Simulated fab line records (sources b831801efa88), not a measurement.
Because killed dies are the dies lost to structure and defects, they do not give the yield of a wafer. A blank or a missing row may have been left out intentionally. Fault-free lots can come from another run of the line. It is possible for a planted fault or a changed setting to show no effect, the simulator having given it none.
The same fault as seen by 2 desks || flow sky130 || each desk holds nothing but its own numbers, with what lay behind them at the end

FROM THE METROLOGY DESK
What the gauges read for every lot (on any tool): the sampled wafers with a number, averaged. Marked OUT: a lot whose mean sits more than 4 standard deviations from the usual mean, which makes it out of limits; the brackets give that distance.
Columns: A = LDD_LDN_TW at SKY_LDD_LDN_TW_MEAS_13, usual 1474; B = SPACER_CVD_00_THK at SKY_SPACER_THK_MEAS_01, usual 43.3 nm
{"lot": "L742", "first seen here": "day 23 08:41", "A": 1455, "B": 43.9}
{"lot": "L743", "first seen here": "day 23 09:26", "A": 1481, "B": 42.8}
{"lot": "L744", "first seen here": "day 23 16:02", "A": 1476, "B": 43.3}
{"lot": "L745", "first seen here": "day 24 10:44", "A": 1463, "B": 43.5}
{"lot": "L747", "first seen here": "day 25 01:16", "A": 1484, "B": 43.2}
{"lot": "L749", "first seen here": "day 25 21:32", "A": 1451, "B": 42.6}
{"lot": "L750", "first seen here": "day 25 23:05", "A": 1493, "B": 43.5}
{"lot": "L751", "first seen here": "day 26 05:14", "A": 1451, "B": 42.8}
{"lot": "L752", "first seen here": "day 26 22:28", "A": 1481, "B": 43.3}
{"lot": "L753", "first seen here": "day 27 02:40", "A": 1462, "B": 43.8}
{"lot": "L754", "first seen here": "day 27 12:23", "A": 1465, "B": 43.7}
{"lot": "L758", "first seen here": "day 28 17:53", "A": 1479, "B": 43.3}
{"lot": "L762", "first seen here": "day 29 20:58", "A": 1453, "B": "48.9 (+14) OUT"}
{"lot": "L763", "first seen here": "day 30 05:29", "A": 1491, "B": 44.2}
{"lot": "L764", "first seen here": "day 30 13:49", "A": 1484, "B": "49.8 (+17) OUT"}
This desk reports L762, L764 out of limits; the earliest was L762 at day 29 22:17 (SPACER_CVD_00_THK at SKY_SPACER_THK_MEAS_01). L742, L743, L744, L745, L747, L749, L750, L751, L752, L753, L754, L758, L763: within limits.

TOOL OWNER'S DESK, lpcvd-02
The tool's own readings at SKY_SPACER_CVD_00 (deposits Si3N4 from DCS/NH3, target thk 43.1 nm, time 740 s): means of the sampled wafers that have a number, for each lot that ran on this tool. Marked OUT: a lot whose mean sits more than 4 standard deviations from the usual mean, which makes it out of limits; the brackets give that distance.
Columns: A = spike-tc-bottom-C at SKY_SPACER_CVD_00, usual 789.8 C; B = spike-tc-centre-C at SKY_SPACER_CVD_00, usual 770.7 C; C = spike-tc-lower-C at SKY_SPACER_CVD_00, usual 770.6 C; D = susceptor-temp-C at SKY_SPACER_CVD_00, usual 770.0 C; E = zone-power-centre-pct at SKY_SPACER_CVD_00, usual 12.8 %; F = zone-power-lower-pct at SKY_SPACER_CVD_00, usual 14.3 %
{"lot": "L742", "first seen here": "day 23 08:50", "A": 788.8, "B": 770.1, "C": 770.7, "D": 770.0, "E": 13.0, "F": 14.9}
{"lot": "L743", "first seen here": "day 23 10:03", "A": 789.4, "B": 770.2, "C": 770.2, "D": 770.2, "E": 13.1, "F": 15.2}
{"lot": "L744", "first seen here": "day 23 17:17", "A": 788.6, "B": 770.2, "C": 771.3, "D": 770.0, "E": 13.0, "F": 15.1}
{"lot": "L745", "first seen here": "day 24 10:51", "A": 792.4, "B": 771.7, "C": 769.7, "D": 770.3, "E": 12.2, "F": 12.6}
{"lot": "L747", "first seen here": "day 25 01:34", "A": 788.3, "B": 770.2, "C": 772.3, "D": 769.9, "E": 13.0, "F": 15.0}
{"lot": "L749", "first seen here": "day 25 21:37", "A": 794.5, "B": 771.4, "C": 770.4, "D": 770.4, "E": 12.1, "F": 12.4}
{"lot": "L750", "first seen here": "day 25 23:14", "A": 793.9, "B": 771.4, "C": 769.5, "D": 769.6, "E": 12.2, "F": 12.5}
{"lot": "L751", "first seen here": "day 26 05:23", "A": 788.6, "B": 769.9, "C": 770.7, "D": 770.1, "E": 13.1, "F": 15.1}
{"lot": "L752", "first seen here": "day 26 23:37", "A": 793.5, "B": 771.9, "C": 769.3, "D": 770.0, "E": 12.1, "F": 12.6}
{"lot": "L753", "first seen here": "day 27 02:46", "A": 788.0, "B": 770.3, "C": 771.0, "D": 770.5, "E": 12.9, "F": 15.2}
{"lot": "L754", "first seen here": "day 27 13:29", "A": 787.4, "B": 770.2, "C": 771.5, "D": 769.6, "E": 13.1, "F": 15.1}
{"lot": "L758", "first seen here": "day 28 18:38", "A": 788.3, "B": 770.8, "C": 771.3, "D": 770.0, "E": 13.1, "F": 15.2}
{"lot": "L762", "first seen here": "day 29 21:04", "A": 781.3, "B": "765.0 (-5.2) OUT", "C": "812.9 (+38) OUT", "D": 769.9, "E": "7.8 (-13) OUT", "F": "28.7 (+12) OUT"}
{"lot": "L763", "first seen here": "day 30 05:35", "A": 782.4, "B": "765.5 (-4.7) OUT", "C": "812.5 (+38) OUT", "D": 769.6, "E": "7.8 (-12) OUT", "F": "28.9 (+12) OUT"}
{"lot": "L764", "first seen here": "day 30 13:55", "A": 781.3, "B": "764.7 (-5.5) OUT", "C": "812.0 (+38) OUT", "D": 770.0, "E": "7.8 (-13) OUT", "F": "28.6 (+12) OUT"}
This desk's verdict: out of limits on L762, L763, L764, starting with L762 at day 29 21:04 (spike-tc-centre-C at SKY_SPACER_CVD_00). L742, L743, L744, L745, L747, L749, L750, L751, L752, L753, L754, L758: within limits.

BROUGHT TOGETHER
An alarm could have come from the tool owner's desk at day 29 21:04, on L762, L763, L764.
Metrology desk: alarm possible at day 29 22:17 on L762, L764.
The metrology desk holds a record of L763, inside its limits.
SKY_SPACER_CVD_00 was run on lpcvd-02 by each of the lots named.

WHAT WAS PUT IN BY THE SIMULATOR
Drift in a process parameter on lpcvd-02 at SKY_SPACER_CVD_00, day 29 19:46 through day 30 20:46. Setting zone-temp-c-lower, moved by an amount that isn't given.
Struck lots among those shown: L762, L763, L764.
Time in hours from fault onset to the first out-of-limits reading at each desk: tool owner's desk 1, metrology desk 3.
